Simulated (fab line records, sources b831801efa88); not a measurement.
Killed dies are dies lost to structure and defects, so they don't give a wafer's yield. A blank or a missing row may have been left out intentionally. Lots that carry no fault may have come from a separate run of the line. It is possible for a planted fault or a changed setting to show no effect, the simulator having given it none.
2 desks, one fault :: flow gf180mcu :: what lay behind the numbers comes last; until then each desk has only its own

AT THE METROLOGY DESK
Lot by lot, what the gauges showed, no matter which tool ran the lot: averages of those sampled wafers that carry a number. Any lot whose mean is over 4 standard deviations away from the usual mean is out of limits and marked OUT; that distance is given in the brackets.
Columns: A = V4_BOW at GF_V4_BOW_MEAS_05, usual 136 um; B = cd nm at GF_V5_CD_MEAS_14, usual 260.2 nm
lot: L675
first seen here: day 23 21:26
A: 133
B: 260.0

lot: L676
first seen here: day 24 03:37
A: 134
B: 261.8

lot: L677
first seen here: day 24 13:32
A: 141
B: 260.6

lot: L679
first seen here: day 25 06:43
A: 129
B: 261.5

lot: L680
first seen here: day 25 15:58
A: 127
B: 259.4

lot: L681
first seen here: day 25 22:45
A: 135
B: 259.2

lot: L683
first seen here: day 26 13:12
A: 131
B: 258.9

lot: L685
first seen here: day 27 07:40
A: 158
B: 259.3

lot: L686
first seen here: day 27 13:23
A: 131
B: 258.1

lot: L687
first seen here: day 28 00:45
A: 145
B: 288.2 (+22) OUT

lot: L692
first seen here: day 29 08:23
A: 130
B: 283.6 (+18) OUT

lot: L694
first seen here: day 29 22:45
A: 117
B: 260.9

lot: L696
first seen here: day 30 07:49
A: 146
B: 260.2

lot: L697
first seen here: day 30 16:32
A: 138
B: 259.8
Finding of this desk: L687, L692 out of limits; the first was L687 at day 31 06:28, on cd nm at GF_V5_CD_MEAS_14. L675, L676, L677, L679, L680, L681, L683, L685, L686, L694, L696, L697: within limits.

AT THE TOOL OWNER'S DESK: krf scanner-02
The tool's own readings at GF_V5_EXPOSE_11 (exposes mask Via5, target cd 260 nm): means of the sampled wafers that have a number, for each lot that ran on this tool. Any lot whose mean is over 4 standard deviations away from the usual mean is out of limits and marked OUT; that distance is given in the brackets.
Columns: A = exposure dose mJ cm2 at GF_V5_EXPOSE_11, usual 37.92
lot: L675
first seen here: day 27 05:04
A: 37.94

lot: L676
first seen here: day 27 09:04
A: 37.93

lot: L681
first seen here: day 29 01:23
A: 37.86

lot: L683
first seen here: day 29 13:37
A: 37.89

lot: L687
first seen here: day 30 21:53
A: 45.65 (+99 or more) OUT

lot: L692
first seen here: day 32 03:55
A: 44.13 (+99 or more) OUT
Finding of this desk: L687, L692 out of limits; the first was L687 at day 30 21:53, on exposure dose mJ cm2 at GF_V5_EXPOSE_11. L675, L676, L681, L683: within limits.

PUT TOGETHER
An alarm could have come from the tool owner's desk at day 30 21:53, on L687, L692.
L687, L692 would have let the metrology desk raise an alarm at day 31 06:28.
The lots listed all ran GF_V5_EXPOSE_11 on krf scanner-02.

WHAT THE SIMULATOR HAD PUT IN
Process parameters drifting: krf scanner-02 at GF_V5_EXPOSE_11, beginning at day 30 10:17. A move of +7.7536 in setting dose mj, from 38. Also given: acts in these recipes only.
Lots struck among those shown: L687, L692.
Hours from the fault's start to each desk's first reading out of limits: the tool owner's desk, 12; the metrology desk, 20.
